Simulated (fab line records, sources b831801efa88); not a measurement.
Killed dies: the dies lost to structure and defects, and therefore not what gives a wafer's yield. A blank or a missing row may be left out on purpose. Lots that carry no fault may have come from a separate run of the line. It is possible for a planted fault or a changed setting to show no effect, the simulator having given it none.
Which of the tools did it?    flow sky130    Sampling: 13 lots, 39 wafers, 4 of 708 route steps

== WHAT THE GAUGES SHOWED, per wafer ==
SKY_LI_CONTACT_CD_MEAS_12 targets a cd of 170 nm. Usual: cd nm at 170.6 nm, with a standard deviation of 1.4.
lot   measured      on         cd nm (nm)         flag
L394  day 29 03:29  cd sem-01  170.8 171.0 171.0  
L396  day 29 23:56  cd sem-01  169.9 169.2 168.2  
L398  day 30 14:16  cd sem-01  169.3 169.1 169.5  
L401  day 31 17:32  cd sem-01  171.4 172.2 171.3  
L402  day 31 21:29  cd sem-01  173.0 173.0 172.7  
L404  day 32 13:12  cd sem-01  168.1 168.4 168.6  
L406  day 33 07:34  cd sem-01  171.0 170.9 171.8  
L409  day 34 04:53  cd sem-02  168.0 168.7 167.3  
L411  day 34 21:48  cd sem-01  170.9 170.7 171.5  
L412  day 35 08:03  cd sem-01  168.3 171.0 170.3  
L413  day 35 12:34  cd sem-01  169.4 169.1 169.5  
L415  day 36 03:15  cd sem-01  171.6 170.6 170.7  
L416  day 36 11:04  cd sem-01  172.5 172.5 173.0  

SKY_LI_CONTACT_RS_MEAS_22: uses a four-point probe to measure. Usual: LI_CONTACT_W_RS typically reads 0.282 ohm/sq, with standard deviation 0.0054.
lot   measured      on             LI_CONTACT_W_RS (ohm/sq)  flag
L394  day 29 04:30  film metro-02  0.283 0.275 0.278         
L396  day 30 00:47  film metro-02  0.274 0.286 0.276         
L398  day 30 15:06  film metro-03  0.280 0.277 0.288         
L401  day 31 18:23  film metro-04  0.282 0.285 0.286         
L402  day 31 22:20  film metro-04  0.272 0.281 0.281         
L404  day 32 14:04  film metro-02  0.283 0.287 0.285         
L406  day 33 08:25  film metro-04  0.279 0.277 0.284         
L409  day 34 05:43  film metro-04  0.271 0.282 0.272         
L411  day 34 22:38  film metro-03  0.275 0.284 0.284         
L412  day 35 08:53  film metro-02  0.285 0.285 0.284         
L413  day 35 13:25  film metro-03  0.282 0.287 0.283         
L415  day 36 04:07  film metro-03  0.285 0.289 0.284         
L416  day 36 11:55  film metro-04  0.285 0.285 0.285         

SKY_LOCAL_INTERCONNECT_CD_MEAS_11 targets a cd of 170 nm. Usual: cd nm at 169.7 nm, with a standard deviation of 1.6.
lot   measured      on         cd nm (nm)         flag
L394  day 30 09:53  cd sem-01  169.0 168.1 169.1  
L396  day 31 05:20  cd sem-01  166.5 168.3 167.9  
L398  day 31 19:36  cd sem-02  168.2 167.4 168.9  
L401  day 32 22:02  cd sem-02  167.9 169.4 168.8  
L402  day 33 01:53  cd sem-02  170.4 170.3 170.0  
L404  day 33 17:26  cd sem-02  171.3 170.6 170.7  
L406  day 34 11:51  cd sem-01  166.5 167.6 168.1  
L409  day 35 08:24  cd sem-01  170.3 170.3 171.6  
L411  day 36 01:18  cd sem-01  169.8 170.6 170.5  
L412  day 36 11:27  cd sem-01  169.7 172.1 169.9  
L413  day 36 15:42  cd sem-01  168.3 166.7 167.1  
L415  day 37 07:02  cd sem-01  169.9 172.3 171.0  
L416  day 37 14:22  cd sem-01  168.5 169.4 171.1  

== WHICH TOOL RAN EACH LOT (tool, then ch and the chambers of the sampled wafers, then the start) ==
lot   SKY_LOCAL_INTERCONNECT_COAT_05
L394  litho track-03 ch 0, day 29 19:26
L396  litho track-01 ch 0, day 30 14:57
L398  litho track-04 ch 0, day 31 05:34
L401  litho track-01 ch 0, day 32 08:36
L402  litho track-04 ch 0, day 32 12:38
L404  litho track-01 ch 0, day 33 03:30
L406  litho track-04 ch 0, day 33 22:01
L409  litho track-04 ch 0, day 34 19:05
L411  litho track-01 ch 0, day 35 11:42
L412  litho track-04 ch 0, day 35 22:14
L413  litho track-04 ch 0, day 36 02:52
L415  litho track-01 ch 0, day 36 17:14
L416  litho track-03 ch 0, day 37 00:58
- SKY_LOCAL_INTERCONNECT_COAT_05: resist thk 60 nm.

== AS READ BY THE TOOLS THEMSELVES (means over the sampled wafers that have a number; for cases with no such wafer, the mark the record gives instead) ==
The record holds no such reading with a usual standard deviation.

== THE ANSWER, worked out from the rows above alone ==
Rule: take the mean of a lot's wafers that have a number; if it is more than 3 standard deviations from the usual mean, the lot is off. A lot without any number at a reading at which 4 lots or more have one is off too. The other lots that the step has rows for count as sound. First the gauges in route order, then the tools' own readings, where a lot's mean is used as printed above. The first step at which some lot is off is used, and at that step the reading that is off furthest; a lot without a number counts as furthest.
Across all readings shown, no lot is off: no conclusion can be drawn from this.

== WHAT HAD BEEN PUT IN BY THE SIMULATOR ==
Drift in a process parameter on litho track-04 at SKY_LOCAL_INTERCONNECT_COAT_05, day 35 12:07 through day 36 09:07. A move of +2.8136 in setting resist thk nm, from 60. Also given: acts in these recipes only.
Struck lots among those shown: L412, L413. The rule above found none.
